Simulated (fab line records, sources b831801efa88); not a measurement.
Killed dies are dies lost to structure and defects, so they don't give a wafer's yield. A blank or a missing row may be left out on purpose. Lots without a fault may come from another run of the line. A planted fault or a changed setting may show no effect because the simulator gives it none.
A struck lot beside a sound one | flow sky130 | 22 steps out of a route of 708
Sound: wafers L151.1, L151.3, L151.4. Struck: wafer L162.2. (L162.5 of the same lot was not struck and is left out.) The cause comes at the end.
At each step with rows: each side's tool, then ch and its chambers, then its first start. Under that, the readings that differ: sound wafers | struck wafers | difference of the means | sigmas: that difference in standard deviations of wafers without a fault.
alike: readings whose means differ by less than 2 such deviations, and words and numbers that are the same on both sides. not compared: withheld readings, readings that some wafer has no value for, bounds like >300 that may hide the same value, and numbers for which the record gives no deviation and whose values overlap.
The two part at a step that has a row with sigmas, a row that says differs or no value, or rows on one side only. Numbers that don't overlap but have no deviation are shown without sigmas and don't part them. A reading that every wafer of one side lacks parts them only if that side has two wafers or more.

first, 1 step without rows for these wafers: SKY_LOCAL_INTERCONNECT_CLEAN_18 (cleans in O3/DIW).
SKY_CONTACT_CVD_00: deposits Si3N4, target thk 75 nm.
  sound on pecvd-03 ch 1,2, day 31 21:24; struck on pecvd-03 ch 0, day 35 06:11
  alike: heater_power_w
SKY_CONTACT_THK_MEAS_01:
  sound on film_metro-04, day 31 21:26; struck on film_metro-01, day 35 06:13
  reading                 | sound          | struck | difference | sigmas
  CONTACT_CVD_00_THK (nm) | 74.2 74.5 74.6 | 76.5   | +2.1       | +2
then, 1 step without rows for these wafers: SKY_CONTACT_HDPCVD_02 (deposits SiO2, target thk 565 nm, time 94.2 s).
SKY_CONTACT_THK_MEAS_03:
  sound on film_metro-01, day 31 21:34; struck on film_metro-02, day 35 06:21
  alike: CONTACT_HDPCVD_THK
SKY_CONTACT_CMP_04: polishes SiO2.
  sound on cmp-02 ch 0,2,3, day 31 21:40; struck on cmp-01 ch 2, day 35 06:24
  alike: motor_current_A, slurry_filter_dp_kPa, time_to_endpoint_s
SKY_CONTACT_BOW_MEAS_05:
  sound on film_metro-02, day 31 21:55; struck on film_metro-01, day 35 06:43
  alike: CONTACT_BOW
  not compared: hold
then, 5 steps without rows for these wafers: SKY_CONTACT_DEHYDRATE_06 (time 60 s); SKY_CONTACT_HMDS_07 (prime time 60 s); SKY_CONTACT_COAT_08 (resist thk 60 nm); SKY_CONTACT_COAT_09 (resist thk 450 nm); SKY_CONTACT_SOFTBAKE_10 (time 90 s).
SKY_CONTACT_EXPOSE_11: exposes mask CTM1, target cd 170 nm.
  sound on krf_scanner-02 ch 0, day 32 11:59; struck on krf_scanner-02 ch 0, day 35 20:03
  alike: mask
then, 2 steps without rows for these wafers: SKY_CONTACT_PEB_12; SKY_CONTACT_DEVELOP_13 (develop time 60 s).
SKY_CONTACT_CD_MEAS_14: target cd 170 nm.
  sound on cd_sem-02, day 33 01:08; struck on cd_sem-02, day 36 09:20
  reading    | sound             | struck | difference | sigmas
  cd_nm (nm) | 170.5 169.4 169.4 | 111.2  | -58.6      | -39
  not compared: hold
SKY_CONTACT_OVL_MEAS_15:
  sound on overlay-01, day 33 01:15; struck on overlay-01, day 36 11:33
  reading | sound | struck                   | difference                   | sigmas
  hold    | - - - | await_dispo/2.1h/release | no value on the sound wafers |
  alike: CONTACT_OVL
SKY_CONTACT_ETCH_16: etches BARC in N2/H2, stops on SiO2, time 45.9 s, target depth 60 nm.
  sound on rie_diel-03 ch 0,1,3, day 33 01:17; struck on rie_diel-04 ch 2, day 36 11:35
  reading                  | sound             | struck | difference | sigmas
  rf_hours_counter_h (h)   | 5 11 4            | 14     | +7         |
  model.CONTACT.cd_nm (nm) | 170.2 169.4 168.4 | 110.9  | -58.4      |
  alike: drypump_motor_current_A, oes_product_au, throttle_valve_pct
SKY_CONTACT_ETCH_17: etches SiO2 in C4F8/O2/Ar, stops on Si3N4, target depth 340 nm.
  sound on rie_diel-03 ch 0,1,3, day 33 01:20; struck on rie_diel-04 ch 2, day 36 11:37
  alike: oes_product_au
SKY_CONTACT_ETCH_18: etches Si3N4 in CHF3/O2, stops on TiN, time 39 s, target depth 75 nm.
  sound on rie_diel-03 ch 0,1,3; struck on rie_diel-04 ch 2
  reading                  | sound             | struck | difference | sigmas
  rf_hours_counter_h (h)   | 5 11 4            | 14     | +7         |
  model.CONTACT.cd_nm (nm) | 169.9 169.6 168.6 | 110.6  | -58.8      |
  alike: drypump_motor_current_A, oes_product_au, throttle_valve_pct
SKY_CONTACT_STRIP_19: strips in O2/N2.
  sound on plasma_asher-03 ch 0,1, day 33 01:25; struck on plasma_asher-04 ch 1, day 36 11:43
  reading                      | sound             | struck | difference | sigmas
  oes_product_au (a.u.)        | 0.376 0.395 0.387 | 0.375  | -0.011     | -2
  strip_time_to_endpoint_s (s) | 3.679 3.658 3.652 | 3.602  | -0.061     | -2
  alike: drypump_motor_current_A
  not compared: rf_hours_counter_h
-- the record jumps here: 13 days lie between the struck wafers' starts before and after (it left off in module CONTACT and takes up again in module PAD_OPEN, whose first step shown is number 708 of the route) --
SKY_PAD_OPEN_PROBE_99:
  sound on prober-01, day 46 22:08; struck on prober-02, day 49 08:02
  reading            | sound    | struck                   | difference                   | sigmas
  hold               | - - -    | await_dispo/3.1h/release | no value on the sound wafers |
  killed_at_M0_to_M3 | 48 42 46 | 29                       | -16                          | -2
  killed_at_contacts | 14 20 20 | 451                      | +433                         | +72
  killed_dies        | 74 79 87 | 492                      | +412                         | +43
  killed_on_rim      | 11 12 17 | 96                       | +83                          | +24
  alike: killed_at_M4_up, killed_at_front_end, killed_at_other, killed_open, killed_short

WHERE THEY PART
First at SKY_CONTACT_THK_MEAS_01; last, within this record, at SKY_PAD_OPEN_PROBE_99.

WHY: what the simulator had put in
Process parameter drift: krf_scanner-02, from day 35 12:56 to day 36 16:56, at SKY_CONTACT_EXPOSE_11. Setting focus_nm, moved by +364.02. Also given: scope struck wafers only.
